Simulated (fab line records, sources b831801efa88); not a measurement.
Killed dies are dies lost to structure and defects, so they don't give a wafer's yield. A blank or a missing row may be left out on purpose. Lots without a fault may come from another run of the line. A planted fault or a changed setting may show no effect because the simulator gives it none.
A struck lot beside a sound one | flow gf180mcu | 43 steps out of a route of 602
Sound: wafers L553.1, L553.4, L553.6. Struck: wafers L563.1, L563.3. (L563.5 of the same lot was not struck and is left out.) The cause comes at the end.
At each step with rows: each side's tool, then ch and its chambers, then its first start. Under that, the readings that differ: sound wafers | struck wafers | difference of the means | sigmas: that difference in standard deviations of wafers without a fault.
alike: readings whose means differ by less than 2 such deviations, and words and numbers that are the same on both sides. not compared: withheld readings, readings that some wafer has no value for, bounds like >300 that may hide the same value, and numbers for which the record gives no deviation and whose values overlap.
The two part at a step that has a row with sigmas, a row that says differs or no value, or rows on one side only. Numbers that don't overlap but have no deviation are shown without sigmas and don't part them. A reading that every wafer of one side lacks parts them only if that side has two wafers or more.

first, 1 step without rows for these wafers: GF_VT_IMPLANT_IMPLANT_08.
GF_VT_IMPLANT_STRIP_09: strips in O2/N2.
  sound on plasma_asher-04 ch 0,1, day 5 14:13; struck on plasma_asher-01 ch 0,1, day 8 08:17
  reading            | sound       | struck  | difference | sigmas
  heater_power_w (W) | 303 288 284 | 494 338 | +124       | +2
  alike: drypump_motor_current_A, o2_flow_sccm, oes_product_au, strip_time_to_endpoint_s
  not compared: rf_hours_counter_h
GF_VT_IMPLANT_TW_MEAS_10:
  sound on film_metro-03, day 5 14:19; struck on film_metro-01, day 8 08:23
  alike: VT_IMPLANT_TW
then, 7 steps without rows for these wafers: GF_VT_IMPLANT_DEHYDRATE_11 (time 60 s); GF_VT_IMPLANT_HMDS_12 (prime time 60 s); GF_VT_IMPLANT_COAT_13 (resist thk 1000 nm); GF_VT_IMPLANT_SOFTBAKE_14 (time 60 s); GF_VT_IMPLANT_EXPOSE_15 (exposes mask Nwell LV AREA, target cd 860 nm); GF_VT_IMPLANT_PEB_16; GF_VT_IMPLANT_DEVELOP_17 (develop time 60 s).
GF_VT_IMPLANT_OVL_MEAS_18:
  sound on overlay-02, day 6 04:53; struck on overlay-02, day 9 00:22
  alike: VT_IMPLANT_01_OVL
then, 1 step without rows for these wafers: GF_VT_IMPLANT_IMPLANT_19.
GF_VT_IMPLANT_STRIP_20: strips in O2/N2.
  sound on plasma_asher-01 ch 1, day 6 05:05; struck on plasma_asher-01 ch 1, day 9 00:34
  alike: drypump_motor_current_A, heater_power_w, o2_flow_sccm, oes_product_au, strip_time_to_endpoint_s
  not compared: rf_hours_counter_h
GF_VT_IMPLANT_TW_MEAS_21:
  sound on film_metro-02, day 6 05:11; struck on film_metro-01, day 9 00:40
  alike: VT_IMPLANT_2_TW
then, 7 steps without rows for these wafers: GF_VT_IMPLANT_DEHYDRATE_22 (time 60 s); GF_VT_IMPLANT_HMDS_23 (prime time 60 s); GF_VT_IMPLANT_COAT_24 (resist thk 1000 nm); GF_VT_IMPLANT_SOFTBAKE_25 (time 60 s); GF_VT_IMPLANT_EXPOSE_26 (exposes mask LVPWELL HV AREA, target cd 860 nm); GF_VT_IMPLANT_PEB_27; GF_VT_IMPLANT_DEVELOP_28 (develop time 60 s).
GF_VT_IMPLANT_OVL_MEAS_29:
  sound on overlay-02, day 6 20:00; struck on overlay-02, day 9 17:34
  alike: VT_IMPLANT_02_OVL
then, 1 step without rows for these wafers: GF_VT_IMPLANT_IMPLANT_30.
GF_VT_IMPLANT_STRIP_31: strips in O2/N2.
  sound on plasma_asher-04 ch 0,1, day 6 20:11; struck on plasma_asher-01 ch 0, day 9 17:46
  reading            | sound       | struck  | difference | sigmas
  heater_power_w (W) | 286 292 299 | 504 502 | +211       | +3
  alike: drypump_motor_current_A, o2_flow_sccm, oes_product_au, strip_time_to_endpoint_s
  not compared: rf_hours_counter_h
GF_VT_IMPLANT_TW_MEAS_32:
  sound on film_metro-01, day 6 20:17; struck on film_metro-02, day 9 17:52
  alike: VT_IMPLANT_3_TW
then, 7 steps without rows for these wafers: GF_VT_IMPLANT_DEHYDRATE_33 (time 60 s); GF_VT_IMPLANT_HMDS_34 (prime time 60 s); GF_VT_IMPLANT_COAT_35 (resist thk 1000 nm); GF_VT_IMPLANT_SOFTBAKE_36 (time 60 s); GF_VT_IMPLANT_EXPOSE_37 (exposes mask Nwell HV AREA, target cd 860 nm); GF_VT_IMPLANT_PEB_38; GF_VT_IMPLANT_DEVELOP_39 (develop time 60 s).
GF_VT_IMPLANT_OVL_MEAS_40:
  sound on overlay-01, day 7 11:58; struck on overlay-02, day 10 11:14
  alike: VT_IMPLANT_03_OVL
then, 1 step without rows for these wafers: GF_VT_IMPLANT_IMPLANT_41.
GF_VT_IMPLANT_STRIP_42: strips in O2/N2.
  sound on plasma_asher-04 ch 0,1, day 7 12:10; struck on plasma_asher-03 ch 1, day 10 11:26
  alike: drypump_motor_current_A, heater_power_w, o2_flow_sccm, oes_product_au, strip_time_to_endpoint_s
  not compared: rf_hours_counter_h
GF_VT_IMPLANT_TW_MEAS_43:
  sound on film_metro-03, day 7 12:16; struck on film_metro-02, day 10 11:32
  reading         | sound       | struck  | difference | sigmas
  VT_IMPLANT_4_TW | 676 676 681 | 701 698 | +22        | +3
then, 1 step without rows for these wafers: GF_VT_IMPLANT_CLEAN_44 (cleans in SC1/SC2, time 150 s).
GF_VT_IMPLANT_RTA_45: time 30 s.
  sound on rtp_anneal-02 ch 0, day 7 12:22; struck on rtp_anneal-02 ch 0, day 10 11:38
  alike: lamp_power_pct, wafer_temp_C_max
GF_VT_IMPLANT_RS_MEAS_46: measures by four-point-probe.
  sound on film_metro-01, day 7 12:28; struck on film_metro-01, day 10 11:44
  alike: MVSD_RS
GF_VT_IMPLANT_RS_MEAS_47: measures by four-point-probe.
  sound on film_metro-01, day 7 12:35; struck on film_metro-01, day 10 11:52
  alike: NWELL_RS
GF_VT_IMPLANT_RS_MEAS_48: measures by four-point-probe.
  sound on film_metro-01, day 7 12:43; struck on film_metro-01, day 10 11:59
  alike: LVPWELL_RS
GF_VT_IMPLANT_RS_MEAS_49: measures by four-point-probe.
  sound on film_metro-01, day 7 12:50; struck on film_metro-01, day 10 12:06
  alike: MVPSD_RS
-- the record jumps here: 22 days lie between the struck wafers' starts before and after (it left off in module VT_IMPLANT and takes up again in module PASSIVATION, whose first step shown is number 602 of the route) --
GF_PASSIVATION_PROBE_99:
  the record has rows for the struck wafers here (prober-01, day 32 00:40) and none for the sound ones

WHERE THEY PART
First at GF_VT_IMPLANT_STRIP_09; last, within this record, at GF_PASSIVATION_PROBE_99.

WHY: what the simulator had put in
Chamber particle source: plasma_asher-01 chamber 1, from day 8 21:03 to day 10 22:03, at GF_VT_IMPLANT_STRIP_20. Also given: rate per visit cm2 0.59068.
